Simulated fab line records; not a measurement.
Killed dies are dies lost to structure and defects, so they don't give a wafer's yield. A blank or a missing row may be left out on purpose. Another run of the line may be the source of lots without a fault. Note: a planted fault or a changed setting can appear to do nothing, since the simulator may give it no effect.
Chamber matching || flow sky130 || SKY_VIA2_CMP_24 on cmp-02: 4 sister chambers
The step polishes, stops on SiO2, t overpolish 20 s, target thk 0 nm. 16 wafers are shown with their chamber, then 8 later ones without.

## WAFERS, EACH WITH ITS CHAMBER
{"wafer": "L259.2", "chamber": 2, "motorCurrentA (A)": 10.5, "timeToEndpointS (s)": 94, "overpolishRunS (s)": 20.006}
{"wafer": "L259.4", "chamber": 1, "motorCurrentA (A)": 11.6, "timeToEndpointS (s)": 103, "overpolishRunS (s)": 19.997}
{"wafer": "L259.5", "chamber": 3, "motorCurrentA (A)": 10.8, "timeToEndpointS (s)": 96, "overpolishRunS (s)": 20.015}
{"wafer": "L263.2", "chamber": 2, "motorCurrentA (A)": 9.9, "timeToEndpointS (s)": 97, "overpolishRunS (s)": 19.995}
{"wafer": "L263.3", "chamber": 1, "motorCurrentA (A)": 11.8, "timeToEndpointS (s)": 103, "overpolishRunS (s)": 19.991}
{"wafer": "L263.4", "chamber": 0, "motorCurrentA (A)": 9.0, "timeToEndpointS (s)": 103, "overpolishRunS (s)": 20.007}
{"wafer": "L264.1", "chamber": 3, "motorCurrentA (A)": 10.9, "timeToEndpointS (s)": 98, "overpolishRunS (s)": 19.993}
{"wafer": "L264.3", "chamber": 0, "motorCurrentA (A)": 8.9, "timeToEndpointS (s)": 103, "overpolishRunS (s)": 20.003}
{"wafer": "L264.5", "chamber": 1, "motorCurrentA (A)": 12.1, "timeToEndpointS (s)": 105, "overpolishRunS (s)": 20.001}
{"wafer": "L269.2", "chamber": 2, "motorCurrentA (A)": 10.1, "timeToEndpointS (s)": 100, "overpolishRunS (s)": 20.003}
{"wafer": "L269.4", "chamber": 3, "motorCurrentA (A)": 10.4, "timeToEndpointS (s)": 105, "overpolishRunS (s)": 20.014}
{"wafer": "L269.6", "chamber": 3, "motorCurrentA (A)": 10.5, "timeToEndpointS (s)": 102, "overpolishRunS (s)": 20.002}
{"wafer": "L268.2", "chamber": 2, "motorCurrentA (A)": 10.3, "timeToEndpointS (s)": 97, "overpolishRunS (s)": 19.991}
{"wafer": "L268.4", "chamber": 3, "motorCurrentA (A)": 10.2, "timeToEndpointS (s)": 103, "overpolishRunS (s)": 19.997}
{"wafer": "L268.6", "chamber": 1, "motorCurrentA (A)": 12.2, "timeToEndpointS (s)": 103, "overpolishRunS (s)": 20.018}
{"wafer": "L273.1", "chamber": 0, "motorCurrentA (A)": 8.8, "timeToEndpointS (s)": 105, "overpolishRunS (s)": 19.990}

SIGNATURES (averages over the wafers above)
{"reading": "motorCurrentA", "chamber 0": 8.900, "chamber 1": 11.925, "chamber 2": 10.200, "chamber 3": 10.560, "scatter within a chamber": 0.255}
{"reading": "timeToEndpointS", "chamber 0": 103.67, "chamber 1": 103.50, "chamber 2": 97.00, "chamber 3": 100.80, "scatter within a chamber": 2.56}
{"reading": "overpolishRunS", "chamber 0": 20.00000, "chamber 1": 20.00175, "chamber 2": 19.99875, "chamber 3": 20.00420, "scatter within a chamber": 0.00958}
Rule: distance of a wafer from a chamber = root of the sum over the readings of ((wafer's reading minus chamber's mean) / reading's scatter) squared. If the next closest chamber is less than 2 further off than the closest, the wafer can't be placed; otherwise it belongs to the closest. The scatter is the square root of a quotient: the sum, over the shown wafers, of each reading's squared deviation from its chamber's mean, divided by wafers minus chambers.

## WAFERS WITH NO CHAMBER GIVEN
{"wafer": "L273.3", "motorCurrentA (A)": 11.5, "timeToEndpointS (s)": 109, "overpolishRunS (s)": 19.991}
{"wafer": "L273.4", "motorCurrentA (A)": 9.9, "timeToEndpointS (s)": 103, "overpolishRunS (s)": 20.001}
{"wafer": "L278.3", "motorCurrentA (A)": 10.4, "timeToEndpointS (s)": 95, "overpolishRunS (s)": 19.991}
{"wafer": "L278.4", "motorCurrentA (A)": 9.3, "timeToEndpointS (s)": 105, "overpolishRunS (s)": 19.998}
{"wafer": "L278.6", "motorCurrentA (A)": 10.7, "timeToEndpointS (s)": 100, "overpolishRunS (s)": 20.002}
{"wafer": "L280.1", "motorCurrentA (A)": 10.1, "timeToEndpointS (s)": 101, "overpolishRunS (s)": 19.999}
{"wafer": "L280.4", "motorCurrentA (A)": 10.7, "timeToEndpointS (s)": 106, "overpolishRunS (s)": 19.990}
{"wafer": "L280.6", "motorCurrentA (A)": 10.5, "timeToEndpointS (s)": 104, "overpolishRunS (s)": 20.005}

## EACH ONE'S CHAMBER
{"wafer": "L273.3", "from the rows above": 1, "in truth": 1}
{"wafer": "L273.4", "from the rows above": "can't be placed: 2 or 3 or 0", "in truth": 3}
{"wafer": "L278.3", "from the rows above": "can't be placed: 2 or 3", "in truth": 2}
{"wafer": "L278.4", "from the rows above": 0, "in truth": 0}
{"wafer": "L278.6", "from the rows above": "can't be placed: 3 or 2", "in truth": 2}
{"wafer": "L280.1", "from the rows above": "can't be placed: 2 or 3", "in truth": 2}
{"wafer": "L280.4", "from the rows above": "can't be placed: 3 or 2", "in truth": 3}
{"wafer": "L280.6", "from the rows above": "can't be placed: 3 or 2", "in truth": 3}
Correctly placed: 2 of 8. Unplaceable from these rows: 6, with the true chamber sitting among the candidates in 6. Wrongly placed: 0.
